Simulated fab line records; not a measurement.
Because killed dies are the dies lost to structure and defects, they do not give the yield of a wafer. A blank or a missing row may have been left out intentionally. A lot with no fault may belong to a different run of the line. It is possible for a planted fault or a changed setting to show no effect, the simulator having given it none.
Which tool was responsible? :: flow sky130 :: 12 lots with 36 wafers sampled at 4 steps, on a route of 708 steps

## WHAT EACH GAUGE READ, for each wafer
SKY_VIA4_THK_MEAS_01.
lot: L075
measured: day 42 05:35
on: film_metro-03
VIA4_HDPCVD_THK (nm): 1743 1767 1742

lot: L077
measured: day 42 22:02
on: film_metro-01
VIA4_HDPCVD_THK (nm): 1701 1722 1719

lot: L079
measured: day 43 12:25
on: film_metro-03
VIA4_HDPCVD_THK (nm): 1751 1724 1741

lot: L081
measured: day 43 20:22
on: film_metro-01
VIA4_HDPCVD_THK (nm): 1758 1745 1764

lot: L082
measured: day 44 16:10
on: film_metro-03
VIA4_HDPCVD_THK (nm): 1724 1759 1753

lot: L085
measured: day 44 23:54
on: film_metro-01
VIA4_HDPCVD_THK (nm): 1775 1722 1773

lot: L087
measured: day 45 10:07
on: film_metro-03
VIA4_HDPCVD_THK (nm): 1797 1766 1748

lot: L089
measured: day 46 01:05
on: film_metro-04
VIA4_HDPCVD_THK (nm): 1740 1759 1706

lot: L092
measured: day 46 10:50
on: film_metro-01
VIA4_HDPCVD_THK (nm): 1767 1748 1782

lot: L093
measured: day 46 21:45
on: film_metro-01
VIA4_HDPCVD_THK (nm): 1749 1756 1756

lot: L095
measured: day 47 06:04
on: film_metro-04
VIA4_HDPCVD_THK (nm): 1784 1733 1719

lot: L097
measured: day 47 21:45
on: film_metro-01
VIA4_HDPCVD_THK (nm): 1741 1750 1754

## WHAT TOOL EACH LOT RAN ON (gives the tool, then ch and the chambers of the sampled wafers, and finally the start)
lot: L075
SKY_METAL3_STRIP_19: plasma_asher-03 ch 0,1, day 39 01:05
SKY_CAP2M_SPUTTER_02: pvd_sputter-03, day 40 04:45
SKY_CAP2M_METAL_ETCH_13: rie_metal-02 ch 1, day 41 04:47

lot: L077
SKY_METAL3_STRIP_19: plasma_asher-03 ch 0,1, day 39 17:10
SKY_CAP2M_SPUTTER_02: pvd_sputter-03, day 40 21:06
SKY_CAP2M_METAL_ETCH_13: rie_metal-02 ch 0,1, day 41 20:40

lot: L079
SKY_METAL3_STRIP_19: plasma_asher-02 ch 0,1, day 40 09:08
SKY_CAP2M_SPUTTER_02: pvd_sputter-03, day 41 12:08
SKY_CAP2M_METAL_ETCH_13: rie_metal-03 ch 1, day 42 11:26

lot: L081
SKY_METAL3_STRIP_19: plasma_asher-03 ch 0,1, day 40 17:15
SKY_CAP2M_SPUTTER_02: pvd_sputter-03, day 41 20:02
SKY_CAP2M_METAL_ETCH_13: rie_metal-02 ch 0,1, day 42 19:50

lot: L082
SKY_METAL3_STRIP_19: plasma_asher-03 ch 0,1, day 41 14:04
SKY_CAP2M_SPUTTER_02: pvd_sputter-02, day 42 16:38
SKY_CAP2M_METAL_ETCH_13: rie_metal-01 ch 1, day 43 15:36

lot: L085
SKY_METAL3_STRIP_19: plasma_asher-03 ch 0,1, day 41 23:24
SKY_CAP2M_SPUTTER_02: pvd_sputter-03, day 43 02:08
SKY_CAP2M_METAL_ETCH_13: rie_metal-03 ch 0,1, day 44 00:17

lot: L087
SKY_METAL3_STRIP_19: plasma_asher-02 ch 0, day 42 10:30
SKY_CAP2M_SPUTTER_02: pvd_sputter-01, day 43 12:35
SKY_CAP2M_METAL_ETCH_13: rie_metal-03 ch 0,1, day 44 11:12

lot: L089
SKY_METAL3_STRIP_19: plasma_asher-02 ch 0,1, day 43 03:00
SKY_CAP2M_SPUTTER_02: pvd_sputter-02, day 44 04:24
SKY_CAP2M_METAL_ETCH_13: rie_metal-02 ch 0,1, day 45 02:35

lot: L092
SKY_METAL3_STRIP_19: plasma_asher-03 ch 0,1, day 43 13:27
SKY_CAP2M_SPUTTER_02: pvd_sputter-02, day 44 14:35
SKY_CAP2M_METAL_ETCH_13: rie_metal-02 ch 0,1, day 45 11:49

lot: L093
SKY_METAL3_STRIP_19: plasma_asher-03 ch 0,1, day 44 01:30
SKY_CAP2M_SPUTTER_02: pvd_sputter-01, day 45 02:05
SKY_CAP2M_METAL_ETCH_13: rie_metal-01 ch 0,1, day 45 23:09

lot: L095
SKY_METAL3_STRIP_19: plasma_asher-03 ch 0,1, day 44 11:21
SKY_CAP2M_SPUTTER_02: pvd_sputter-02, day 45 10:55
SKY_CAP2M_METAL_ETCH_13: rie_metal-02 ch 0,1, day 46 07:39

lot: L097
SKY_METAL3_STRIP_19: plasma_asher-02 ch 0,1, day 45 03:49
SKY_CAP2M_SPUTTER_02: pvd_sputter-01, day 46 03:40
SKY_CAP2M_METAL_ETCH_13: rie_metal-01 ch 0,1, day 47 00:00
- SKY_METAL3_STRIP_19: strips in O2/N2.
- SKY_CAP2M_SPUTTER_02: material TiN, target thk 200 nm, time 166.7 s.
- SKY_CAP2M_METAL_ETCH_13: etches TiN in Cl2/BCl3, stops on SiO2, target depth 220 nm, time 62.9 s.

## THE ANSWER, worked out from the rows above alone
Rule: the usual values come from the lots themselves. Put in order of their means at a reading, lots are off if they are a third of the lots or fewer, leave a main group of 4 or more, and stand apart from it by a gap of 3 or more times the standard deviation of the main group's means; of several such gaps the widest counts. If all means in a main group match to the digits the tables above print for the reading, that group is not used. A lot without any number at a reading at which 4 lots or more have one is off too. Where the step has rows for the other lots, those lots are counted as sound.
No lot is off on any of the readings shown, so nothing can be concluded from this.

## WHAT THE SIMULATOR PUT IN
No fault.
